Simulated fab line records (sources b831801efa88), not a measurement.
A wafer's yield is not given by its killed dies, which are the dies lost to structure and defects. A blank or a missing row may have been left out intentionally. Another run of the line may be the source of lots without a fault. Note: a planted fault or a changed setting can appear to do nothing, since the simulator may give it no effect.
fab line records -- flow sky130
record: lots: 11, wafers: 33, last-day: 50
route steps=708 shown RES_XHIGH@339 LI_CONTACT@376 PAD_OPEN@708
lots with no fault: from the same line, run without faults
start-h: hours from the record's opening day to when the first of the lot's shown wafers began -- wait-h: hours elapsed since this lot's preceding step -- " same as the row above -- L1.1+2: a row that stands for several wafers -- - either no value or no given start -- * or withheld: withheld -- < > ~ a bound
route shown NAME@n: a module of which the file shows steps, and the number in the route of the first -- usual: mean and standard deviation over wafers with no fault -- same: alike in all rows -- chamber/n: place in a boat -- sites: each site's reading -- _std_site: standard deviation of those values -- _edge_site: inner sites' mean taken away from outer sites' mean -- radius-mm: how far each site lies from the wafer's centre -- mask NAME#n: copy n -- behind: tool/chamber where the wafer was last shaped -- hold: cause of the lot's hold/its duration in hours/its outcome -- device: the n, p or np transistor that did not switch -- end of line: the route-end tests of the same wafers -- a step with no rows: only its recipe -- killed: the dies lost at the first sort to structure and to defects; this is not the yield of the wafer -- map: the dies of a wafer, with x for killed, . for not killed, _ for no die there
set.NAME: the setting as run; set.NAME@STEP: as run at that earlier step -- model.NAME: the simulator's own value behind a step, which no gauge read
one table for each step of the route and one row for each wafer, over a sample of lots
services: when a tool's chamber went out of use (start-h, in hours from the record's first day, below 0 if earlier), for how many hours, and the reason
== steps ==
step: SKY_RES_XHIGH_IMPLANT_07
recipe: species: BF2, energy-kev: 20, dose-cm2: 3.6e+14, tilt-deg: 0
usual: dose-ions-cm2: 3.6e+14/3.8e+11
lot.wafer,tool,chamber,start-h,wait-h,dose-ions-cm2
L817.2,implanter-02,0,627.44,0.1,3.593e+14
L817.3,implanter-02,0,627.44,0.1,3.597e+14
L817.4,implanter-02,0,627.44,0.1,3.599e+14
L818.2,implanter-03,0,628.76,0.1,3.602e+14
L818.3,implanter-03,0,628.76,0.1,3.601e+14
L818.4,implanter-03,0,628.76,0.1,3.605e+14
L819.1,implanter-04,0,639.44,0.1,3.603e+14
L819.4,implanter-04,0,639.44,0.1,3.596e+14
L819.5,implanter-04,0,639.44,0.1,3.596e+14
L821.1,implanter-03,0,669.42,0.1,3.592e+14
L821.3,implanter-03,0,669.42,0.1,3.598e+14
L821.6,implanter-03,0,669.42,0.1,3.593e+14
L823.3,implanter-03,0,669.82,0.1,3.597e+14
L823.5,implanter-03,0,669.82,0.1,3.599e+14
L823.6,implanter-03,0,669.82,0.1,3.606e+14
L829.1,implanter-03,0,733.62,0.1,3.867e+14
L829.3,implanter-03,0,733.62,0.1,3.873e+14
L829.6,implanter-03,0,733.62,0.1,3.875e+14
L830.2,implanter-03,0,753.74,0.1,3.865e+14
L830.4,implanter-03,0,753.74,0.1,3.869e+14
L830.6,implanter-03,0,753.74,0.1,3.869e+14
L836.3,implanter-02,0,778.94,0.1,3.597e+14
L836.4,implanter-02,0,778.94,0.1,3.601e+14
L836.5,implanter-02,0,778.94,0.1,3.605e+14
L837.3,implanter-04,0,782.42,0.1,3.601e+14
L837.4,implanter-04,0,782.42,0.1,3.597e+14
L837.6,implanter-04,0,782.42,0.1,3.6e+14
L838.1,implanter-02,0,788.52,0.1,3.605e+14
L838.5,implanter-02,0,788.52,0.1,3.597e+14
L838.6,implanter-02,0,788.52,0.1,3.594e+14
L840.1,implanter-02,0,802.22,0.1,3.606e+14
L840.5,implanter-02,0,802.22,0.1,3.601e+14
L840.6,implanter-02,0,802.22,0.1,3.605e+14
step: SKY_RES_XHIGH_TW_MEAS_09
usual: RES_XHIGH_TW: 1637/12
lot.wafer,tool,chamber,start-h,wait-h,RES_XHIGH_TW
L817.2,film-metro-03,-,627.68,0.1,1641
L817.3,film-metro-03,-,627.68,0.1,1639
L817.4,film-metro-03,-,627.68,0.1,1639
L818.2,film-metro-04,-,629.00,0.1,1642
L818.3,film-metro-04,-,629.00,0.1,1636
L818.4,film-metro-04,-,629.00,0.1,1648
L819.1,film-metro-03,-,639.69,0.1,1632
L819.4,film-metro-03,-,639.69,0.1,1637
L819.5,film-metro-03,-,639.69,0.1,1634
L821.1,film-metro-02,-,669.67,0.1,1631
L821.3,film-metro-02,-,669.67,0.1,1630
L821.6,film-metro-02,-,669.67,0.1,1622
L823.3,film-metro-02,-,670.11,0.1,1624
L823.5,film-metro-02,-,670.11,0.1,1632
L823.6,film-metro-02,-,670.11,0.1,1626
L829.1,film-metro-04,-,733.87,0.1,1670
L829.3,film-metro-04,-,733.87,0.1,1670
L829.6,film-metro-04,-,733.87,0.1,1668
L830.2,film-metro-03,-,753.98,0.1,1686
L830.4,film-metro-03,-,753.98,0.1,1678
L830.6,film-metro-03,-,753.98,0.1,1701
L836.3,film-metro-03,-,779.16,0.1,1655
L836.4,film-metro-03,-,779.16,0.1,1661
L836.5,film-metro-03,-,779.16,0.1,1664
L837.3,film-metro-04,-,782.64,0.1,1640
L837.4,film-metro-04,-,782.64,0.1,1651
L837.6,film-metro-04,-,782.64,0.1,1646
L838.1,film-metro-02,-,788.77,0.1,1610
L838.5,film-metro-02,-,788.77,0.1,1621
L838.6,film-metro-02,-,788.77,0.1,1619
L840.1,film-metro-04,-,802.47,0.1,1636
L840.5,film-metro-04,-,802.47,0.1,1639
L840.6,film-metro-04,-,802.47,0.1,1637
step: SKY_SD_N_RS_MEAS_18
recipe: thk-meas-gauge: four-point-probe
usual: RES_XHIGH_RS: 333.6/0.99
lot.wafer,tool,chamber,start-h,wait-h,RES_XHIGH_RS[ohm/sq]
L817.2,film-metro-02,-,657.54,0.1,333.4
L817.3,film-metro-02,-,657.54,0.1,333.8
L817.4,film-metro-02,-,657.54,0.1,331.4
L818.2,film-metro-02,-,658.73,0.1,333.6
L818.3,film-metro-02,-,658.73,0.1,334.2
L818.4,film-metro-02,-,658.73,0.1,333.0
L819.1,film-metro-04,-,669.39,0.1,331.7
L819.4,film-metro-04,-,669.39,0.1,332.9
L819.5,film-metro-04,-,669.39,0.1,332.5
L821.1,film-metro-04,-,699.10,0.1,334.6
L821.3,film-metro-04,-,699.10,0.1,334.2
L821.6,film-metro-04,-,699.10,0.1,334.2
L823.3,film-metro-02,-,699.61,0.1,335.2
L823.5,film-metro-02,-,699.61,0.1,334.2
L823.6,film-metro-02,-,699.61,0.1,334.6
L829.1,film-metro-03,-,761.92,0.1,312.6
L829.3,film-metro-03,-,761.92,0.1,313.5
L829.6,film-metro-03,-,761.92,0.1,313.0
L830.2,film-metro-02,-,782.49,0.1,312.6
L830.4,film-metro-02,-,782.49,0.1,313.6
L830.6,film-metro-02,-,782.49,0.1,313.0
L836.3,film-metro-02,-,805.90,0.1,332.3
L836.4,film-metro-02,-,805.90,0.1,332.6
L836.5,film-metro-02,-,805.90,0.1,332.0
L837.3,film-metro-03,-,810.59,0.1,333.7
L837.4,film-metro-03,-,810.59,0.1,332.6
L837.6,film-metro-03,-,810.59,0.1,334.1
L838.1,film-metro-03,-,816.20,0.1,334.9
L838.5,film-metro-03,-,816.20,0.1,334.8
L838.6,film-metro-03,-,816.20,0.1,334.1
L840.1,film-metro-03,-,829.97,0.1,333.5
L840.5,film-metro-03,-,829.97,0.1,334.6
L840.6,film-metro-03,-,829.97,0.1,333.8
step: SKY_LI_CONTACT_ETCH_14
recipe: chemistry: N2/H2, target: BARC, ion-energy-ev: 200, source-w: 500, bias-w: 100, pressure-mtorr: 30, n2-flow-sccm: 100, h2-flow-sccm: 200, stop-on: SiO2, time-s: 45.9, target-depth-a: 600
usual: drypump-motor-current-A: 5.6/0.38, oes-product-au: 0.854/0.0048, throttle-valve-pct: 13.224/0.0086
lot.wafer,tool,chamber,start-h,wait-h,drypump-motor-current-A,oes-product-au,rf-hours-counter-h,throttle-valve-pct
L817.2,rie-diel-04,0,686.77,0.0,5.3,0.858,40,13.228
L817.3,rie-diel-04,1,686.77,0.0,5.7,0.858,1,13.221
L817.4,rie-diel-04,2,686.77,0.0,5.5,0.857,48,13.224
L818.2,rie-diel-02,1,687.59,0.0,5.5,0.858,16,13.219
L818.3,rie-diel-02,2,687.59,0.0,5.9,0.848,4,13.236
L818.4,rie-diel-02,3,687.59,0.0,6.1,0.850,1,13.227
L819.1,rie-diel-03,3,698.99,0.0,6.0,0.856,20,13.222
L819.4,rie-diel-03,1,698.99,0.0,4.8,0.864,15,13.224
L819.5,rie-diel-03,1,698.99,0.0,4.8,0.856,-,13.226
L821.1,rie-diel-02,0,727.79,0.0,5.8,0.853,13,13.234
L821.3,rie-diel-02,3,727.79,0.0,6.1,0.856,1,13.243
L821.6,rie-diel-02,3,727.79,0.0,6.1,0.856,-,13.228
L823.3,rie-diel-03,0,728.27,0.0,6.0,0.858,5,13.227
L823.5,rie-diel-03,3,728.27,0.0,6.0,0.861,-,13.219
L823.6,rie-diel-03,0,728.27,0.0,6.0,0.847,-,13.219
L829.1,rie-diel-02,3,789.02,0.0,6.2,0.847,3,13.216
L829.3,rie-diel-02,2,789.02,0.0,5.9,0.843,6,13.232
L829.6,rie-diel-02,3,789.02,0.0,6.2,0.848,-,13.227
L830.2,rie-diel-02,3,810.27,0.0,6.1,0.853,4,13.220
L830.4,rie-diel-02,2,810.27,0.0,5.9,0.861,7,13.231
L830.6,rie-diel-02,0,810.27,0.0,5.8,0.853,-,13.225
L836.3,rie-diel-02,1,833.17,0.0,5.5,0.862,20,13.233
L836.4,rie-diel-02,0,833.17,0.0,5.8,0.854,16,13.221
L836.5,rie-diel-02,1,833.17,0.0,5.5,0.855,-,13.231
L837.3,rie-diel-02,1,837.22,0.0,5.5,0.856,21,13.234
L837.4,rie-diel-02,0,837.22,0.0,5.8,0.857,16,13.219
L837.6,rie-diel-02,3,837.22,0.0,6.1,0.853,-,13.233
L838.1,rie-diel-02,1,842.99,0.0,5.4,0.858,21,13.214
L838.5,rie-diel-02,0,842.99,0.0,5.8,0.863,-,13.229
L838.6,rie-diel-02,3,842.99,0.0,6.2,0.860,-,13.222
L840.1,rie-diel-04,0,856.69,0.0,5.4,0.860,2,13.228
L840.5,rie-diel-04,2,856.69,0.0,5.5,0.856,-,13.213
L840.6,rie-diel-04,1,856.69,0.0,5.6,0.855,-,13.212
step: SKY_LI_CONTACT_ETCH_15
recipe: target: PSG, chemistry: C4F8/O2/Ar, stop-on: Si, taper-deg: 4.15, mask-material: KrF-thick, source-w: 1500, bias-w: 1200, pressure-mtorr: 40, c4f8-flow-sccm: withheld, O2_flow_sccm: 6, Ar_flow_sccm: 300, time-s: withheld, target-depth-a: 6000
usual: oes-product-au: 0.837/0.0044
lot.wafer,tool,chamber,start-h,wait-h,oes-product-au
L817.2,rie-diel-04,0,686.81,0.0,0.837
L817.3,rie-diel-04,1,686.81,0.0,0.839
L817.4,rie-diel-04,2,686.81,0.0,0.836
L818.2,rie-diel-02,1,687.63,0.0,0.835
L818.3,rie-diel-02,2,687.63,0.0,0.828
L818.4,rie-diel-02,3,687.63,0.0,0.827
L819.1,rie-diel-03,3,699.04,0.0,0.829
L819.4,rie-diel-03,1,699.04,0.0,0.837
L819.5,rie-diel-03,1,699.04,0.0,0.844
L821.1,rie-diel-02,0,727.83,0.0,0.833
L821.3,rie-diel-02,3,727.83,0.0,0.836
L821.6,rie-diel-02,3,727.83,0.0,0.847
L823.3,rie-diel-03,0,728.31,0.0,0.838
L823.5,rie-diel-03,3,728.31,0.0,0.839
L823.6,rie-diel-03,0,728.31,0.0,0.835
L829.1,rie-diel-02,3,789.06,0.0,0.835
L829.3,rie-diel-02,2,789.06,0.0,0.838
L829.6,rie-diel-02,3,789.06,0.0,0.841
L830.2,rie-diel-02,3,810.31,0.0,0.837
L830.4,rie-diel-02,2,810.31,0.0,0.835
L830.6,rie-diel-02,0,810.31,0.0,0.842
L836.3,rie-diel-02,1,833.22,0.0,0.838
L836.4,rie-diel-02,0,833.22,0.0,0.837
L836.5,rie-diel-02,1,833.22,0.0,0.838
L837.3,rie-diel-02,1,837.27,0.0,0.838
L837.4,rie-diel-02,0,837.27,0.0,0.841
L837.6,rie-diel-02,3,837.27,0.0,0.833
L838.1,rie-diel-02,1,843.03,0.0,0.837
L838.5,rie-diel-02,0,843.03,0.0,0.834
L838.6,rie-diel-02,3,843.03,0.0,0.847
L840.1,rie-diel-04,0,856.74,0.0,0.838
L840.5,rie-diel-04,2,856.74,0.0,0.838
L840.6,rie-diel-04,1,856.74,0.0,0.841
step: SKY_LI_CONTACT_SPUTTER_20
recipe: material: TiN, target-thk-nm: 20, chamber-pressure-pa: 5, power-w: 4000, time-s: 80
usual: throttle-valve-pct: 29.4/1.1
lot.wafer,tool,chamber,start-h,wait-h,throttle-valve-pct
L817.2,pvd-sputter-02,-,687.29,0.0,27.5
L817.3,pvd-sputter-02,-,687.29,0.0,28.9
L817.4,pvd-sputter-02,-,687.29,0.0,30.1
L818.2,pvd-sputter-04,-,688.09,0.0,29.4
L818.3,pvd-sputter-04,-,688.09,0.0,29.6
L818.4,pvd-sputter-04,-,688.09,0.0,29.3
L819.1,pvd-sputter-02,-,699.52,0.0,27.8
L819.4,pvd-sputter-02,-,699.52,0.0,30.2
L819.5,pvd-sputter-02,-,699.52,0.0,29.9
L821.1,pvd-sputter-01,-,728.29,0.0,31.5
L821.3,pvd-sputter-01,-,728.29,0.0,28.2
L821.6,pvd-sputter-01,-,728.29,0.0,29.5
L823.3,pvd-sputter-02,-,728.77,0.0,28.5
L823.5,pvd-sputter-02,-,728.77,0.0,28.0
L823.6,pvd-sputter-02,-,728.77,0.0,29.9
L829.1,pvd-sputter-01,-,789.52,0.0,28.6
L829.3,pvd-sputter-01,-,789.52,0.0,28.9
L829.6,pvd-sputter-01,-,789.52,0.0,29.2
L830.2,pvd-sputter-02,-,810.79,0.0,28.7
L830.4,pvd-sputter-02,-,810.79,0.0,30.1
L830.6,pvd-sputter-02,-,810.79,0.0,28.9
L836.3,pvd-sputter-04,-,833.70,0.0,29.3
L836.4,pvd-sputter-04,-,833.70,0.0,29.3
L836.5,pvd-sputter-04,-,833.70,0.0,29.8
L837.3,pvd-sputter-02,-,837.72,0.0,28.9
L837.4,pvd-sputter-02,-,837.72,0.0,29.1
L837.6,pvd-sputter-02,-,837.72,0.0,30.4
L838.1,pvd-sputter-02,-,843.49,0.0,29.2
L838.5,pvd-sputter-02,-,843.49,0.0,30.0
L838.6,pvd-sputter-02,-,843.49,0.0,28.8
L840.1,pvd-sputter-01,-,857.19,0.0,28.3
L840.5,pvd-sputter-01,-,857.19,0.0,29.0
L840.6,pvd-sputter-01,-,857.19,0.0,29.3
step: SKY_PAD_OPEN_PROBE_99
usual: killed_at_M0_to_M3: 44/8.6, killed_at_M4_up: 3.4/1.9, killed-at-contacts: 23/5.7, killed-at-front-end: 15/4.5, killed-at-other: 0.4/0.62, killed-dies: 86/11, killed-on-rim: 17/4.5, killed-open: 46/7.6, killed-short: 39/6.3
same: gross-dies: 492, killed-at-back-side: 0
lot.wafer,tool,chamber,start-h,wait-h,killed_at_M0_to_M3,killed_at_M4_up,killed-at-contacts,killed-at-front-end,killed-at-other,killed-dies,killed-on-rim,killed-open,killed-short
L819.1,prober-02,-,1095.36,0.1,60,3,16,21,1,101,13,53,47
L819.4,prober-02,-,1095.51,0.2,42,2,28,16,1,89,15,52,37
L819.5,prober-02,-,1095.56,0.2,35,5,26,19,1,86,16,51,34
L821.1,prober-01,-,1116.98,0.1,45,5,7,19,0,76,17,34,42
L821.3,prober-01,-,1117.08,0.2,49,3,22,18,0,92,17,46,44
L821.6,prober-01,-,1117.23,0.2,50,3,25,17,0,95,16,47,48
L830.2,prober-02,-,1174.34,0.1,54,0,27,19,1,101,21,59,42
L830.4,prober-02,-,1174.44,0.2,37,5,24,10,1,77,17,40,37
L830.6,prober-02,-,1174.54,0.2,36,5,26,12,0,79,12,49,30
killed by level:class
L819.1 VIA1:geometric-particle:open=14 VIA2:geometric-particle:open=13 METAL2:geometric-particle:short=7 POLY_GATE:geometric-particle:open=6 POLY_GATE:geometric-particle:short=6 VIA3:geometric-particle:open=6 CONTACT:geometric-particle:open=5 METAL1:geometric-particle:short=5
L819.4 CONTACT:geometric-particle:open=9 VIA3:geometric-particle:open=9 VIA2:geometric-particle:open=8 VIA1:geometric-particle:open=8 POLY_GATE:geometric-particle:open=6 CONTACT:geometric-particle:short=6 METAL2:geometric-particle:short=5 LI_CONTACT:geometric-particle:open=4
L819.5 METAL1:geometric-particle:short=11 CONTACT:geometric-particle:open=10 LI_CONTACT:geometric-particle:open=8 VIA1:geometric-particle:open=8 POLY_GATE:geometric-particle:open=7 CONTACT:geometric-particle:short=5 VIA3:geometric-particle:open=5 POLY_GATE:geometric-particle:short=4
L821.1 VIA1:geometric-particle:short=10 VIA1:geometric-particle:open=8 METAL2:geometric-particle:short=7 POLY_GATE:geometric-particle:short=5 METAL1:geometric-particle:short=5 VIA3:geometric-particle:open=5 FIELD_ISO:geometric-particle:open=4 POLY_GATE:geometric-particle:open=4
L821.3 VIA1:geometric-particle:open=14 LOCAL_INTERCONNECT:geometric-particle:short=6 METAL2:geometric-particle:short=6 VIA3:geometric-particle:open=6 LI_CONTACT:geometric-particle:open=5 CONTACT:geometric-particle:open=5 VIA2:geometric-particle:open=5 FIELD_ISO:geometric-particle:short=4
L821.6 VIA1:geometric-particle:open=14 LOCAL_INTERCONNECT:geometric-particle:short=8 METAL3:geometric-particle:short=7 VIA1:geometric-particle:short=6 VIA3:geometric-particle:open=6 POLY_GATE:geometric-particle:open=5 POLY_GATE:geometric-particle:short=5 LI_CONTACT:geometric-particle:open=5
L830.2 VIA3:geometric-particle:open=13 CONTACT:geometric-particle:open=8 VIA2:geometric-particle:open=8 LI_CONTACT:geometric-particle:open=8 METAL1:geometric-particle:short=8 POLY_GATE:geometric-particle:short=6 VIA1:geometric-particle:open=6 POLY_GATE:geometric-particle:open=5
L830.4 CONTACT:geometric-particle:open=11 VIA1:geometric-particle:open=10 METAL1:geometric-particle:short=6 LI_CONTACT:geometric-particle:open=5 CONTACT:geometric-particle:short=5 POLY_GATE:geometric-particle:short=4 METAL3:geometric-particle:short=4 METAL4:geometric-particle:short=4
L830.6 CONTACT:geometric-particle:open=9 VIA1:geometric-particle:open=7 VIA3:geometric-particle:open=7 LI_CONTACT:geometric-particle:open=6 LOCAL_INTERCONNECT:geometric-particle:short=5 POLY_GATE:geometric-particle:open=4 VIA1:geometric-particle:short=4 POLY_GATE:geometric-particle:short=3
== services ==
tool,chamber,start-h,hours,kind
rie-diel-04,1,607.95,8.3,repair
rie-diel-04,-,620.78,0.4,repair
implanter-02,-,633.04,3.5,repair
implanter-02,-,634.51,4.2,repair
rie-diel-03,1,634.90,7.0,repair
rie-diel-04,-,656.99,0.7,repair
rie-diel-04,1,657.91,6.3,repair
rie-diel-04,2,664.00,4.5,repair
pvd-sputter-02,-,673.01,1.7,repair
implanter-02,-,682.49,3.7,repair
rie-diel-03,0,699.54,9.1,repair
rie-diel-04,1,701.45,7.3,repair
rie-diel-03,2,715.08,4.6,repair
rie-diel-04,1,723.94,35.9,repair
rie-diel-03,0,747.43,3.6,repair
rie-diel-03,2,786.72,4.7,repair
rie-diel-04,1,792.43,6.5,repair
rie-diel-03,-,792.51,19.5,repair
pvd-sputter-02,-,799.91,0.6,repair
rie-diel-04,2,823.70,9.5,repair
pvd-sputter-02,-,825.87,0.9,repair
rie-diel-04,-,834.95,2.8,pm
rie-diel-03,2,844.79,3.5,repair
pvd-sputter-02,-,849.72,0.6,repair
== key ==
first-sign: step: SKY_RES_XHIGH_IMPLANT_07, reading: dose-ions-cm2, direction: up, sigmas: 71, usual: *, struck: *
effect: step: SKY_RES_XHIGH_TW_MEAS_09, reading: RES_XHIGH_TW, direction: up, sigmas: 3.4, usual: 1637, struck: 1679
effect: step: SKY_SD_N_RS_MEAS_18, reading: RES_XHIGH_RS, direction: down, sigmas: 21, usual: 333.6, struck: 313.0
met-at SKY_RES_XHIGH_IMPLANT_07
struck-lots L829,L830
tester-left-out L829,L830
not-acting-at SKY_LI_CONTACT_ETCH_14,SKY_LI_CONTACT_ETCH_15,SKY_LI_CONTACT_SPUTTER_20
onset-between 669.82 733.62
fault: kind: process-parameter-drift, tool: implanter-03, chamber: -, onset-h: 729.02, steps: SKY_RES_XHIGH_IMPLANT_07, channel: dose-cm2, offset: *, shape: step, end-h: 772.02, acts-in: *, stated: *
tester-left-out: of these lots the tester's yield and bins aren't shown, on N5 and GAA mostly nor the transistor test; their killed dies are dies lost to structure and defects alone, not to doping, threshold or leakage, so they don't give the yield
